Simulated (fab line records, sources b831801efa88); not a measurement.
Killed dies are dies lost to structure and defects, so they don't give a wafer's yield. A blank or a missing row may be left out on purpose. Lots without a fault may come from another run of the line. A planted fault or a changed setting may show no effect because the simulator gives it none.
Problem report in the 8D (eight disciplines) form, filled by code | flow gf180mcu | the parts of the form that need people (team, actions taken, sign-off) are left out

1. THE PROBLEM
VT_IMPLANT_TW at GF_VT_IMPLANT_TW_MEAS_10 reads a mean of 30 on 3 wafers of 1 lot; wafers without a fault read 565 with a standard deviation of 5.4. That is -99 or more standard deviations from the usual mean.
First seen on wafer L555.2, day 8 04:31, on film_metro-04. The record holds 39 wafers of 13 lots with a number at this step. Rule for "out", or "out of limits": more than 4 standard deviations from the usual mean. The other wafers with a number count as sound.

2. WHAT IT IS AND WHAT IT IS NOT
question                    | is                     | is not
which readings at this step | VT_IMPLANT_TW          | -
which lots                  | L555                   | L546, L547, L548, L549, L551, L552, L562, L564, L565, L566, L567, L568
which wafers of those lots  | all that have a number | -
read on which gauges        | film_metro-04          | film_metro-01, film_metro-02
when                        | from day 8 04:31       | up to then (18 sound wafers); but 18 sound wafers of L562, L564, L565, L566, L567, L568 came after

3. SUSPECTS, AND WHAT RULES EACH OUT
Counting: a tool at a process step up to the reading stays a suspect if it ran every lot that is out and no sound lot after the first of them.
- the gauge at GF_VT_IMPLANT_TW_MEAS_10: ruled out. All the wafers that are out were read on film_metro-04, but those of them that GF_MVPSD_STRIP_10 has rows for are out there too, on other tools.
- plasma_asher-03 at GF_MVPSD_STRIP_10 (strips in O2/N2): ruled out as a lasting fault. Sound lots L565, L566 ran on it after its first lot that is out, L555 (day 7 12:03).
- plasma_asher-03 at GF_VT_IMPLANT_STRIP_09 (strips in O2/N2): ruled out as a lasting fault. Sound lots L562, L568 ran on it after its first lot that is out, L555 (day 8 04:25).
Left after counting: nothing in the record.

4. THE CAUSE (what the simulator had put in)
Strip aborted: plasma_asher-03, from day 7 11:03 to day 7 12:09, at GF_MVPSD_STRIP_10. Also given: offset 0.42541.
Counting ruled it out, wrongly: the rule takes a fault to strike every lot that its tool runs from its start on, and this one did not.

5. THE CHAIN OF EFFECTS, in route order
Each row: a reading whose mean over the struck wafers that have a number lies more than 3 standard deviations from the usual. Only readings for which the record gives a usual standard deviation are gone through. hours: the time from each lot's start at the first step in this table that gives one to its start at this step, as a median over the lots. sigmas: the change in usual standard deviations.
hours | step                     | reading                  | usual      | on struck wafers | change | sigmas
0     | GF_MVPSD_STRIP_10        | oes_product_au           | 0.723 a.u. | 0.970            | +0.247 | +55
16    | GF_VT_IMPLANT_STRIP_09   | strip_time_to_endpoint_s | 12.655 s   | 17.817           | +5.162 | +99 or more
16    | GF_VT_IMPLANT_TW_MEAS_10 | VT_IMPLANT_TW            | 565        | 30               | -535   | -99 or more
The process steps in it:
- GF_MVPSD_STRIP_10: strips in O2/N2.
- GF_VT_IMPLANT_STRIP_09: strips in O2/N2.
Readings that are blank on the struck wafers while sound wafers have them: strip_time_to_endpoint_s at GF_MVPSD_STRIP_10.
Later measuring or inspecting steps at which every struck wafer that the step has a row for has a number for every such reading, and none has moved that far: GF_VT_IMPLANT_RS_MEAS_47.

6. WHAT WOULD HAVE CAUGHT IT SOONER
In this record the first reading out of limits at a measuring or inspecting step was taken at day 8 04:31, 17 hours after the fault began at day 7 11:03.
The tool's own readings at GF_MVPSD_STRIP_10 were out on every struck wafer that the step has a row for (oes_product_au): an alarm limit on them would have fired on the first of those.
